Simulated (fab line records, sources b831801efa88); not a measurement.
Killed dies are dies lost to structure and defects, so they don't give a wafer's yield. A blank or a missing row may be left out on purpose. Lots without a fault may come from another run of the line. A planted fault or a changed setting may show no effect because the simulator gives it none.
Problem report in the 8D (eight disciplines) form, filled by code | flow sky130 | the parts of the form that need people (team, actions taken, sign-off) are left out

1. THE PROBLEM
SONOS_ONO_OXIDATION_THK at SKY_SONOS_ONO_THK_MEAS_01 reads a mean of 2.89 nm on 9 wafers of 3 lots; wafers without a fault read 2.61 nm with a standard deviation of 0.052. That is +5.4 standard deviations from the usual mean.
First seen on wafer L317.1, day 13 22:35, on film_metro-04. The record holds 36 wafers of 12 lots with a number at this step. Rule for "out", or "out of limits": more than 4 standard deviations from the usual mean. The other wafers with a number count as sound.

2. WHAT IT IS AND WHAT IT IS NOT
question                    | is                           | is not
which readings at this step | SONOS_ONO_OXIDATION_THK      | -
which lots                  | L317, L318, L319             | L312, L315, L323, L324, L327, L328, L330, L331, L333
which wafers of those lots  | all that have a number       | -
read on which gauges        | film_metro-03, film_metro-04 | film_metro-01
when                        | from day 13 22:35            | up to then (6 sound wafers); but 21 sound wafers of L323, L324, L327, L328, L330, L331, L333 came after

3. SUSPECTS, AND WHAT RULES EACH OUT
Counting: a tool at a process step up to the reading stays a suspect if it ran every lot that is out and no sound lot after the first of them.
- the gauge at SKY_SONOS_ONO_THK_MEAS_01: ruled out. The wafers that are out were read on 2 gauges (film_metro-03, film_metro-04).
- furnace-01 at SKY_SONOS_ONO_OXIDATION_00 (stabilise 600 s, purge 300 s, target thk 2.6 nm): ruled out as a lasting fault. Sound lots L331 ran on it after its first lot that is out, L317 (day 13 21:14).
Left after counting: nothing in the record.

4. THE CAUSE (what the simulator had put in)
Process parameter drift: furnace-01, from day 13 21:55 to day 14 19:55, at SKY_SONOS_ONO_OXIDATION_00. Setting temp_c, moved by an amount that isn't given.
Counting ruled it out, wrongly: the rule takes a fault to strike every lot that its tool runs from its start on, and this one did not.

5. THE CHAIN OF EFFECTS, in route order
Each row: a reading whose mean over the struck wafers that have a number lies more than 3 standard deviations from the usual. Only readings for which the record gives a usual standard deviation are gone through. hours: the time from each lot's start at the first step in this table that gives one to its start at this step, as a median over the lots. sigmas: the change in usual standard deviations.
hours | step                       | reading                 | usual   | on struck wafers | change | sigmas
0     | SKY_SONOS_ONO_OXIDATION_00 | spike_tc_centre_C       | 800.7 C | 805.8            | +5.1   | +4.6
0     | SKY_SONOS_ONO_OXIDATION_00 | spike_tc_lower_C        | 801.0 C | 806.1            | +5.1   | +4.6
0     | SKY_SONOS_ONO_OXIDATION_00 | spike_tc_top_C          | 810.6 C | 815.6            | +5.0   | +4.6
0     | SKY_SONOS_ONO_OXIDATION_00 | spike_tc_upper_C        | 800.4 C | 806.3            | +5.9   | +4.9
0     | SKY_SONOS_ONO_OXIDATION_00 | tube_center_temp_C      | 800 C   | 806              | +6     | +73
0     | SKY_SONOS_ONO_OXIDATION_00 | tube_center_temp_C_max  | 802.0   | 807.8            | +5.8   | +17
1     | SKY_SONOS_ONO_THK_MEAS_01  | SONOS_ONO_OXIDATION_THK | 2.61 nm | 2.89             | +0.28  | +5.4
The process steps in it:
- SKY_SONOS_ONO_OXIDATION_00: stabilise 600 s, purge 300 s, target thk 2.6 nm.
Later measuring or inspecting steps at which every struck wafer that the step has a row for has a number for every such reading, and none has moved that far: SKY_GATE_OXIDE_OVL_MEAS_10, SKY_LOCAL_INTERCONNECT_THK_MEAS_02.

6. WHAT WOULD HAVE CAUGHT IT SOONER
In this record the first reading out of limits at a measuring or inspecting step was taken at day 13 22:35, 1 hour after the fault began at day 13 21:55.
The tool's own readings at SKY_SONOS_ONO_OXIDATION_00 were out on every struck wafer that the step has a row for (tube_center_temp_C, tube_center_temp_C_max): an alarm limit on them would have fired on the first of those.
